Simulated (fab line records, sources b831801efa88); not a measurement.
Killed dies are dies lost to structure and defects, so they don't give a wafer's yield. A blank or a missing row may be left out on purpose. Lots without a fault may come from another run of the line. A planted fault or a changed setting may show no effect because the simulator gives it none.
Chamber matching | flow sky130 | SKY_METAL4_ETCH_17 on rie_diel-02: 4 sister chambers
The step etches SiO2 in C4F8/O2/Ar, stops on TiN, time 3.9 s, target depth 15 nm. 7 wafers are shown with their chamber, then 6 later ones without.

WAFERS WITH THEIR CHAMBER
wafer  | chamber | oes_product_au (a.u.)
L757.2 | 3       | 0.761
L760.3 | 0       | 0.747
L762.1 | 0       | 0.748
L762.3 | 2       | 0.753
L762.4 | 1       | 0.754
L765.2 | 2       | 0.739
L765.4 | 1       | 0.753

WAFERS WITHOUT THEIR CHAMBER
wafer  | oes_product_au (a.u.)
L765.6 | 0.748
L773.3 | 0.743
L773.6 | 0.747
L778.1 | 0.758
L778.4 | 0.765
L778.5 | 0.761

WHICH CHAMBER EACH WENT THROUGH
wafer  | from the rows above               | in truth
L765.6 | can't be placed: 0 or 2 or 1      | 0
L773.3 | can't be placed: 2 or 0 or 1      | 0
L773.6 | can't be placed: 0 or 2 or 1      | 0
L778.1 | can't be placed: 3 or 1 or 0 or 2 | 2
L778.4 | can't be placed: 3 or 1           | 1
L778.5 | can't be placed: 3 or 1           | 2
Placed correctly: 0 of 6. Can't be placed from these rows: 6 (the true chamber is among the candidates in 5). Placed wrongly: 0.
How it was worked out, from the rows above alone: a wafer's distance from a chamber is the root of the sum, over the readings, of the square of ((its reading less the chamber's mean) divided by the reading's scatter). The wafer belongs to the nearest chamber; if the next one is less than 2 further off, it can't be placed. A chamber's mean is the mean of its shown wafers. The scatter: the root of (the sum of the squares of (reading less its chamber's mean) over the shown wafers, divided by (wafers less chambers)).
